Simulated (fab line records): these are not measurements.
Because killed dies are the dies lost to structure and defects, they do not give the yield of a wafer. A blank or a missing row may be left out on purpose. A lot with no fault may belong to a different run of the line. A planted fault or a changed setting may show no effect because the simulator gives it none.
fab line records -- flow sky130
[record] lots = 11, wafers = 33, lastDay = 50
route steps=708 shown VT_ADJUST_HVTP@95 VT_ADJUST_LVTN@110 CONTACT@420
lots with no fault: from the same line, run without faults
startH: hours from the record's opening day to when the first of the lot's shown wafers began -- waitH: hours elapsed since this lot's preceding step -- " identical to the entry in the row above -- L1.1+2: a row that stands for several wafers -- - no value present, or no start provided -- * or withheld: withheld -- < > ~ a bound
route shown NAME@n: names a module that has steps shown in the file, with the first one's number in the route -- usual: mean and standard deviation over wafers with no fault -- same: alike in all rows -- chamber/n: place in a boat -- sites: each site's reading -- _std_site: their standard deviation -- _edge_site: inner sites' mean taken away from outer sites' mean -- radiusMm: how far each site lies from the wafer's centre -- mask NAME#n: copy n -- behind: tool/chamber where the wafer was last shaped -- hold: why the lot went on hold/how many hours it stayed there/how the hold came to an end -- device: the transistor (n, p or np) that didn't switch -- end of line: the tests these same wafers got at the end of their route -- a step without rows: its recipe alone -- killed: not the wafer's yield, but the dies lost to structure and defects at the first sort -- map: per-die view of a wafer (x killed, . not killed, _ where there is no die)
set.NAME: setting as actually run; set.NAME@STEP: the setting as run at that earlier step -- model.NAME: the simulator's own value behind a step, which no gauge read
the route's steps for a sample of lots (tables are steps, rows are wafers)
services: when a tool's chamber went out of use (startH, in hours from the record's first day, below 0 if earlier), for how many hours, and the reason
[[steps]]
[step SKY_VT_ADJUST_HVTP_STRIP_10]
[recipe] chemistry = O2/N2, powerW = 1400, pressureMtorr = 1500, platenTempC = withheld, o2FlowSccm = 3000, n2FlowSccm = 300, overashFraction = 0.5
[usual] drypumpMotorCurrentA = 5.6/0.48, n2FlowSccm = 300.0/0.88, oesProductAu = 0.717/0.0046, stripTimeToEndpointS = 14.275/0.029
lot.wafer,tool,chamber,startH,waitH,drypumpMotorCurrentA,n2FlowSccm,oesProductAu,rfHoursCounterH,stripTimeToEndpointS
L600.1,plasmaAsher-01,1,118.23,0.1,5.7,300.9,0.729,0,14.276
L600.2,plasmaAsher-01,0,118.23,0.1,4.9,300.3,0.713,0,14.281
L600.4,plasmaAsher-01,1,118.23,0.1,5.7,301.5,0.713,-,14.274
L601.1,plasmaAsher-03,0,127.13,0.1,5.2,302.0,0.717,42,14.256
L601.3,plasmaAsher-03,0,127.13,0.1,5.2,300.8,0.715,-,14.243
L601.5,plasmaAsher-03,1,127.13,0.1,6.2,301.3,0.719,-,14.275
L604.1,plasmaAsher-02,0,149.63,0.1,6.1,300.3,0.717,33,14.258
L604.4,plasmaAsher-02,0,149.63,0.1,6.1,300.2,0.710,-,14.275
L604.5,plasmaAsher-02,0,149.63,0.1,6.1,300.6,0.719,-,14.318
L607.1,plasmaAsher-02,0,176.65,0.1,6.1,300.6,0.711,36,14.274
L607.4,plasmaAsher-02,1,176.65,0.1,5.2,299.8,0.716,-,14.272
L607.5,plasmaAsher-02,0,176.65,0.1,6.1,300.1,0.715,-,14.281
L608.2,plasmaAsher-02,1,197.95,0.1,5.2,300.7,0.717,38,14.268
L608.4,plasmaAsher-02,0,197.95,0.1,6.1,299.9,0.711,-,14.285
L608.5,plasmaAsher-02,0,197.95,0.1,6.1,298.5,0.720,-,14.275
L609.1,plasmaAsher-02,1,198.82,0.1,5.2,299.7,0.717,38,14.287
L609.2,plasmaAsher-02,0,198.82,0.1,6.1,300.0,0.715,38,14.294
L609.4,plasmaAsher-02,0,198.82,0.1,6.1,300.1,0.710,-,14.293
L615.1,plasmaAsher-03,0,235.42,0.1,5.3,301.5,0.720,53,14.283
L615.2,plasmaAsher-03,1,235.42,0.1,6.2,300.8,0.720,53,14.266
L615.4,plasmaAsher-03,0,235.42,0.1,5.2,299.1,0.713,-,14.277
L617.2,plasmaAsher-01,0,245.83,0.1,4.9,300.3,0.715,14,14.209
L617.3,plasmaAsher-01,1,245.83,0.1,5.7,299.3,0.717,-,14.253
L617.5,plasmaAsher-01,1,245.83,0.1,5.7,300.5,0.719,-,14.234
L618.2,plasmaAsher-02,1,246.32,0.1,5.2,300.1,0.713,43,14.296
L618.3,plasmaAsher-02,0,246.32,0.1,6.1,300.5,0.717,-,14.292
L618.4,plasmaAsher-02,1,246.32,0.1,5.2,300.7,0.713,-,14.271
L619.3,plasmaAsher-01,1,249.88,0.1,5.7,300.5,0.710,-,14.275
L619.4,plasmaAsher-01,0,249.88,0.1,4.9,301.8,0.714,-,14.295
L619.6,plasmaAsher-01,1,249.88,0.1,5.7,300.7,0.729,-,14.280
L620.2,plasmaAsher-03,1,250.38,0.1,6.2,300.9,0.709,55,14.261
L620.3,plasmaAsher-03,1,250.38,0.1,6.2,301.1,0.720,-,14.258
L620.5,plasmaAsher-03,1,250.38,0.1,6.2,300.2,0.721,-,14.274
[step SKY_VT_ADJUST_LVTN_COAT_13]
[recipe] resist = NOVOLAK, spinRpm = 3000, resistThkNm = 1140
[usual] resistLineTempC = 22.99/0.12, spinSpeedRpm = 3000.3/1.9
lot.wafer,tool,chamber,startH,waitH,resistLineTempC,spinSpeedRpm
L600.1,lithoTrack-02,0,145.02,0.1,23.08,3001.0
L600.2,lithoTrack-02,0,145.02,0.1,22.99,3000.6
L600.4,lithoTrack-02,0,145.02,0.1,23.05,2999.4
L601.1,lithoTrack-01,0,155.28,0.1,23.04,2995.6
L601.3,lithoTrack-01,0,155.28,0.1,22.94,2999.3
L601.5,lithoTrack-01,0,155.28,0.1,22.87,2997.0
L604.1,lithoTrack-01,0,179.98,0.1,22.95,3001.7
L604.4,lithoTrack-01,0,179.98,0.1,22.99,3002.9
L604.5,lithoTrack-01,0,179.98,0.1,23.15,3000.6
L607.1,lithoTrack-02,0,209.32,0.1,23.02,3001.9
L607.4,lithoTrack-02,0,209.32,0.1,23.04,3004.0
L607.5,lithoTrack-02,0,209.32,0.1,23.12,2998.6
L608.2,lithoTrack-02,0,228.19,0.1,23.13,3001.5
L608.4,lithoTrack-02,0,228.19,0.1,23.00,3001.1
L608.5,lithoTrack-02,0,228.19,0.1,23.03,3003.2
L609.1,lithoTrack-03,0,231.61,0.1,22.85,2999.1
L609.2,lithoTrack-03,0,231.61,0.1,22.91,3000.4
L609.4,lithoTrack-03,0,231.61,0.1,22.85,3000.6
L615.1,lithoTrack-03,0,270.56,0.1,23.06,3000.5
L615.2,lithoTrack-03,0,270.56,0.1,23.01,3000.2
L615.4,lithoTrack-03,0,270.56,0.1,23.06,2999.5
L617.2,lithoTrack-02,0,281.54,0.1,23.04,3122.1
L617.3,lithoTrack-02,0,281.54,0.1,23.07,3125.3
L617.5,lithoTrack-02,0,281.54,0.1,22.99,3124.8
L618.2,lithoTrack-03,0,281.64,0.1,23.14,3001.7
L618.3,lithoTrack-03,0,281.64,0.1,23.06,2999.1
L618.4,lithoTrack-03,0,281.64,0.1,23.11,3001.4
L619.3,lithoTrack-02,0,286.72,0.1,22.82,3128.9
L619.4,lithoTrack-02,0,286.72,0.1,22.92,3127.2
L619.6,lithoTrack-02,0,286.72,0.1,22.94,3128.5
L620.2,lithoTrack-01,0,288.06,0.1,22.95,3000.8
L620.3,lithoTrack-01,0,288.06,0.1,23.06,2999.5
L620.5,lithoTrack-01,0,288.06,0.1,22.92,2999.0
[step SKY_VT_ADJUST_LVTN_STRIP_20]
[recipe] chemistry = O2/N2, powerW = 1400, pressureMtorr = 1500, platenTempC = withheld, o2FlowSccm = 3000, n2FlowSccm = 300, overashFraction = 0.5
[usual] drypumpMotorCurrentA = 5.5/0.41, n2FlowSccm = 300.0/0.82, oesProductAu = 0.716/0.0046, stripTimeToEndpointS = 14.18/0.041
lot.wafer,tool,chamber,startH,waitH,drypumpMotorCurrentA,n2FlowSccm,oesProductAu,rfHoursCounterH,stripTimeToEndpointS
L600.1,plasmaAsher-02,0,155.02,0.1,6.1,300.4,0.714,34,14.14
L600.2,plasmaAsher-02,1,155.02,0.1,5.2,299.9,0.730,34,14.17
L600.4,plasmaAsher-02,0,155.02,0.1,6.1,300.4,0.716,-,14.13
L601.1,plasmaAsher-02,0,166.21,0.1,6.1,300.7,0.704,35,14.26
L601.3,plasmaAsher-02,0,166.21,0.1,6.1,300.2,0.720,-,14.24
L601.5,plasmaAsher-02,0,166.21,0.1,6.1,301.1,0.712,-,14.27
L604.1,plasmaAsher-01,1,191.11,0.1,5.7,299.6,0.720,7,14.21
L604.4,plasmaAsher-01,0,191.11,0.1,4.9,300.9,0.723,-,14.19
L604.5,plasmaAsher-01,0,191.11,0.1,4.9,300.3,0.718,-,14.17
L607.1,plasmaAsher-01,1,220.67,0.1,5.7,299.6,0.722,11,14.10
L607.4,plasmaAsher-01,0,220.67,0.1,5.0,299.2,0.715,-,14.10
L607.5,plasmaAsher-01,1,220.67,0.1,5.7,298.9,0.706,-,14.11
L608.2,plasmaAsher-01,0,240.32,0.1,4.9,300.1,0.718,13,14.18
L608.4,plasmaAsher-01,1,240.32,0.1,5.7,299.2,0.714,-,14.17
L608.5,plasmaAsher-01,0,240.32,0.1,4.9,300.0,0.713,-,14.14
L609.1,plasmaAsher-01,0,243.86,0.1,5.0,299.3,0.715,13,14.20
L609.2,plasmaAsher-01,1,243.86,0.1,5.7,300.2,0.715,13,14.20
L609.4,plasmaAsher-01,1,243.86,0.1,5.7,300.5,0.718,-,14.19
L615.1,plasmaAsher-02,1,283.56,0.1,5.2,299.1,0.716,47,14.20
L615.2,plasmaAsher-02,0,283.56,0.1,6.1,299.9,0.717,47,14.20
L615.4,plasmaAsher-02,0,283.56,0.1,6.1,300.0,0.714,-,14.16
L617.2,plasmaAsher-04,1,294.81,0.1,5.2,299.8,0.727,56,13.88
L617.3,plasmaAsher-04,0,294.81,0.1,5.7,299.5,0.714,-,13.89
L617.5,plasmaAsher-04,1,294.81,0.1,5.2,300.6,0.711,-,13.89
L618.2,plasmaAsher-02,1,294.82,0.1,5.2,300.0,0.718,48,14.12
L618.3,plasmaAsher-02,0,294.82,0.1,6.1,300.6,0.722,-,14.11
L618.4,plasmaAsher-02,1,294.82,0.1,5.2,300.7,0.721,-,14.17
L619.3,plasmaAsher-04,1,299.60,0.1,5.2,300.5,0.724,-,13.90
L619.4,plasmaAsher-04,0,299.60,0.1,5.8,301.6,0.712,-,13.86
L619.6,plasmaAsher-04,1,299.60,0.1,5.2,300.1,0.719,-,13.87
L620.2,plasmaAsher-01,1,301.21,0.1,5.7,301.9,0.710,20,14.20
L620.3,plasmaAsher-01,1,301.21,0.1,5.7,300.5,0.709,-,14.17
L620.5,plasmaAsher-01,0,301.21,0.1,4.9,300.9,0.712,-,14.20
[step SKY_CONTACT_CD_MEAS_14]
[recipe] targetCdNm = 170
[usual] cdNm = 169.8/1.3
lot.wafer,tool,chamber,startH,waitH,cdNm
L601.1,cdSem-02,-,744.78,-,169.2
L601.3,cdSem-02,-,744.78,-,168.7
L601.5,cdSem-02,-,744.78,-,168.6
L600.1,cdSem-02,-,746.73,-,172.1
L600.2,cdSem-02,-,746.73,-,169.5
L600.4,cdSem-02,-,746.73,-,168.7
L604.1,cdSem-02,-,764.11,-,171.1
L604.4,cdSem-02,-,764.11,-,170.7
L604.5,cdSem-02,-,764.11,-,169.5
L607.1,cdSem-02,-,804.76,-,170.0
L607.4,cdSem-02,-,804.76,-,170.0
L607.5,cdSem-02,-,804.76,-,171.2
L609.1,cdSem-01,-,837.56,-,169.0
L609.2,cdSem-01,-,837.56,-,169.1
L609.4,cdSem-01,-,837.56,-,169.6
L608.2,cdSem-02,-,840.25,-,170.6
L608.4,cdSem-02,-,840.25,-,169.8
L608.5,cdSem-02,-,840.25,-,171.2
L615.1,cdSem-01,-,877.83,-,169.6
L615.2,cdSem-01,-,877.83,-,169.9
L615.4,cdSem-01,-,877.83,-,169.0
L618.2,cdSem-02,-,883.79,-,168.8
L618.3,cdSem-02,-,883.79,-,170.8
L618.4,cdSem-02,-,883.79,-,169.5
L617.2,cdSem-02,-,886.25,-,169.6
L617.3,cdSem-02,-,886.25,-,169.6
L617.5,cdSem-02,-,886.25,-,171.1
L620.2,cdSem-01,-,893.59,-,169.4
L620.3,cdSem-01,-,893.59,-,169.6
L620.5,cdSem-01,-,893.59,-,169.9
L619.3,cdSem-01,-,897.55,-,169.4
L619.4,cdSem-01,-,897.55,-,171.0
L619.6,cdSem-01,-,897.55,-,169.6
[step SKY_CONTACT_STRIP_19]
[recipe] chemistry = O2/N2, powerW = 1400, pressureMtorr = 1500, platenTempC = withheld, o2FlowSccm = 3000, n2FlowSccm = 300, overashFraction = 0.5
[usual] drypumpMotorCurrentA = 5.6/0.49, n2FlowSccm = 299.9/0.88, oesProductAu = 0.380/0.0043, stripTimeToEndpointS = 3.614/0.03
lot.wafer,tool,chamber,startH,waitH,drypumpMotorCurrentA,n2FlowSccm,oesProductAu,rfHoursCounterH,stripTimeToEndpointS
L601.1,plasmaAsher-03,0,745.07,-,5.2,299.6,0.370,31,3.512
L601.3,plasmaAsher-03,1,745.07,-,6.2,298.7,0.373,-,3.588
L601.5,plasmaAsher-03,0,745.07,-,5.2,298.6,0.374,-,3.575
L600.1,plasmaAsher-03,1,747.02,-,6.3,300.6,0.381,31,3.599
L600.2,plasmaAsher-03,0,747.02,-,5.3,297.8,0.384,31,3.613
L600.4,plasmaAsher-03,0,747.02,-,5.3,299.5,0.376,-,3.647
L604.1,plasmaAsher-01,1,764.40,-,5.7,299.8,0.375,67,3.584
L604.4,plasmaAsher-01,1,764.40,-,5.7,299.7,0.374,-,3.613
L604.5,plasmaAsher-01,0,764.40,-,4.9,300.5,0.376,-,3.634
L607.1,plasmaAsher-01,1,805.05,-,5.6,299.5,0.371,71,3.614
L607.4,plasmaAsher-01,1,805.05,-,5.7,300.2,0.384,-,3.541
L607.5,plasmaAsher-01,1,805.05,-,5.7,300.3,0.388,-,3.623
L609.1,plasmaAsher-01,0,837.85,-,5.0,300.4,0.377,74,3.611
L609.2,plasmaAsher-01,1,837.85,-,5.7,299.3,0.375,74,3.609
L609.4,plasmaAsher-01,0,837.85,-,5.0,298.7,0.382,-,3.610
L608.2,plasmaAsher-02,1,840.52,-,5.2,298.4,0.370,101,3.634
L608.4,plasmaAsher-02,1,840.52,-,5.2,299.8,0.378,-,3.627
L608.5,plasmaAsher-02,0,840.52,-,6.1,298.6,0.376,-,3.634
L615.1,plasmaAsher-03,1,878.12,-,6.2,300.9,0.380,44,3.602
L615.2,plasmaAsher-03,0,878.12,-,5.2,300.4,0.380,44,3.609
L615.4,plasmaAsher-03,1,878.12,-,6.2,300.0,0.380,-,3.592
L618.2,plasmaAsher-01,1,884.06,-,5.7,300.1,0.384,78,3.668
L618.3,plasmaAsher-01,1,884.06,-,5.7,300.2,0.376,-,3.646
L618.4,plasmaAsher-01,0,884.06,-,4.9,298.9,0.386,-,3.654
L617.2,plasmaAsher-03,1,886.52,-,6.2,300.7,0.386,45,3.630
L617.3,plasmaAsher-03,1,886.52,-,6.2,302.4,0.372,-,3.615
L617.5,plasmaAsher-03,0,886.52,-,5.2,300.7,0.378,-,3.646
L620.2,plasmaAsher-01,0,893.85,-,4.9,299.6,0.377,79,3.560
L620.3,plasmaAsher-01,1,893.85,-,5.7,299.1,0.384,-,3.596
L620.5,plasmaAsher-01,0,893.85,-,4.9,300.4,0.373,-,3.549
L619.3,plasmaAsher-01,0,897.83,-,4.9,300.3,0.377,-,3.651
L619.4,plasmaAsher-01,1,897.83,-,5.7,299.1,0.382,-,3.651
L619.6,plasmaAsher-01,0,897.83,-,4.9,300.6,0.381,-,3.606
[[services]]
tool,chamber,startH,hours,kind
plasmaAsher-01,-,108.75,9.0,pm
plasmaAsher-01,0,108.75,9.0,ventCycle
plasmaAsher-01,1,108.75,9.0,ventCycle
plasmaAsher-04,-,207.68,24.5,repair
plasmaAsher-04,-,264.07,11.3,pm
plasmaAsher-04,-,317.80,1.2,repair
plasmaAsher-02,-,350.41,5.3,pm
plasmaAsher-04,-,388.83,1.4,repair
plasmaAsher-03,-,421.27,9.0,pm
plasmaAsher-04,-,551.10,4.7,repair
plasmaAsher-04,-,560.49,1.9,repair
plasmaAsher-01,-,714.81,2.8,pm
plasmaAsher-02,-,730.23,6.6,repair
plasmaAsher-04,-,733.77,9.0,pm
plasmaAsher-04,-,751.52,1.1,repair
plasmaAsher-01,-,784.75,0.7,repair
plasmaAsher-04,-,791.93,2.8,repair
plasmaAsher-03,-,799.73,8.2,pm
plasmaAsher-02,-,810.22,2.3,repair
plasmaAsher-01,-,829.92,0.3,repair
plasmaAsher-02,-,839.82,0.3,repair
plasmaAsher-02,-,847.43,1.2,repair
plasmaAsher-01,-,859.56,0.9,repair
plasmaAsher-04,-,885.34,2.8,pm
[[key]]
[firstSign] step = SKY_VT_ADJUST_LVTN_COAT_13, reading = spinSpeedRpm, direction = up, sigmas = 66, usual = 3000.3, struck = 3126.1
[effect] step = SKY_VT_ADJUST_LVTN_STRIP_20, reading = stripTimeToEndpointS, direction = down, sigmas = 7.2, usual = *, struck = *
metAt SKY_VT_ADJUST_LVTN_COAT_13
struckLots L617,L619
testerLeftOut L617,L619
notActingAt SKY_VT_ADJUST_HVTP_STRIP_10,SKY_CONTACT_CD_MEAS_14,SKY_CONTACT_STRIP_19
onsetBetween 228.19 281.54
[fault] kind = processParameterDrift, tool = lithoTrack-02, chamber = -, onsetH = 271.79, steps = SKY_VT_ADJUST_LVTN_COAT_13, channel = spinRpm, offset = 126.27, shape = step, endH = 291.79, actsIn = theseRecipesOnly, stated = 3000
// testerLeftOut: of these lots the tester's yield and bins aren't shown, on N5 and GAA mostly nor the transistor test; their killed dies are dies lost to structure and defects alone, not to doping, threshold or leakage, so they don't give the yield
